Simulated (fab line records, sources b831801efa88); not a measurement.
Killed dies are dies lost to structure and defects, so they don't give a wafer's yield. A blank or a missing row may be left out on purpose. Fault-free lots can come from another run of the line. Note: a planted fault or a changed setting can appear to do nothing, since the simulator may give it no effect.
Which tool was responsible? | flow sky130 | 12 lots, 36 wafers sampled, at 3 steps of a route of 708

== WHAT THE GAUGES READ, wafer by wafer ==
SKY_METAL1_OVL_MEAS_16.
lot  | measured     | on         | METAL1_OVL (nm)
L074 | day 33 23:34 | overlay-01 | 1 1 0
L077 | day 34 00:16 | overlay-01 | 6 3 1
L078 | day 34 00:58 | overlay-01 | 2 1 5
L081 | day 34 04:27 | overlay-01 | 3 3 5
L083 | day 35 10:12 | overlay-01 | -7 -3 8
L086 | day 40 04:46 | overlay-01 | -1 4 -6
L087 | day 40 08:04 | overlay-01 | 10 0 6
L088 | day 40 09:28 | overlay-02 | 2 6 -2
L095 | day 40 10:10 | overlay-01 | -5 -3 4
L090 | day 40 11:55 | overlay-02 | 10 9 10
L096 | day 40 13:16 | overlay-01 | -1 0 6
L092 | day 40 14:55 | overlay-01 | 7 5 13

== WHAT TOOL EACH LOT RAN ON (gives the tool, then ch and the chambers of the sampled wafers, and finally the start) ==
lot  | SKY_CONTACT_SPUTTER_23       | SKY_METAL1_SPUTTER_03
L074 | pvd_sputter-04, day 32 20:52 | pvd_sputter-02, day 32 21:36
L077 | pvd_sputter-03, day 32 21:17 | pvd_sputter-02, day 32 22:12
L078 | pvd_sputter-03, day 32 21:55 | pvd_sputter-03, day 32 22:38
L081 | pvd_sputter-04, day 33 01:44 | pvd_sputter-01, day 33 02:27
L083 | pvd_sputter-03, day 34 07:10 | pvd_sputter-02, day 34 07:53
L086 | pvd_sputter-03, day 39 04:19 | pvd_sputter-02, day 39 05:03
L087 | pvd_sputter-04, day 39 06:28 | pvd_sputter-02, day 39 07:18
L088 | pvd_sputter-04, day 39 07:35 | pvd_sputter-03, day 39 08:19
L095 | pvd_sputter-01, day 39 08:04 | pvd_sputter-01, day 39 08:47
L090 | pvd_sputter-04, day 39 10:23 | pvd_sputter-02, day 39 11:06
L096 | pvd_sputter-04, day 39 11:50 | pvd_sputter-01, day 39 12:38
L092 | pvd_sputter-01, day 39 13:28 | pvd_sputter-02, day 39 14:17
- SKY_CONTACT_SPUTTER_23: material TiN, target thk 20 nm, time 80 s.
- SKY_METAL1_SPUTTER_03: material Ti, target thk 5 nm, time 3.3 s.

== THE ANSWER, worked out from the rows above alone ==
Rule: the lots themselves supply what counts as usual. The widest of any qualifying gaps counts: lots, ordered by their means at a reading, are off when they make up no more than a third of the lots, leave a main group of 4 or more, and stand apart from it by 3 or more times the standard deviation of that group's means. Not used: any main group whose means are identical at the precision the tables above print for the reading. Also off: a lot with no number at a reading for which 4 or more lots have one. The other lots that the step has rows for count as sound.
No lot is off on any of the readings shown, so nothing can be concluded from this.

== WHAT THE SIMULATOR HAD INSERTED ==
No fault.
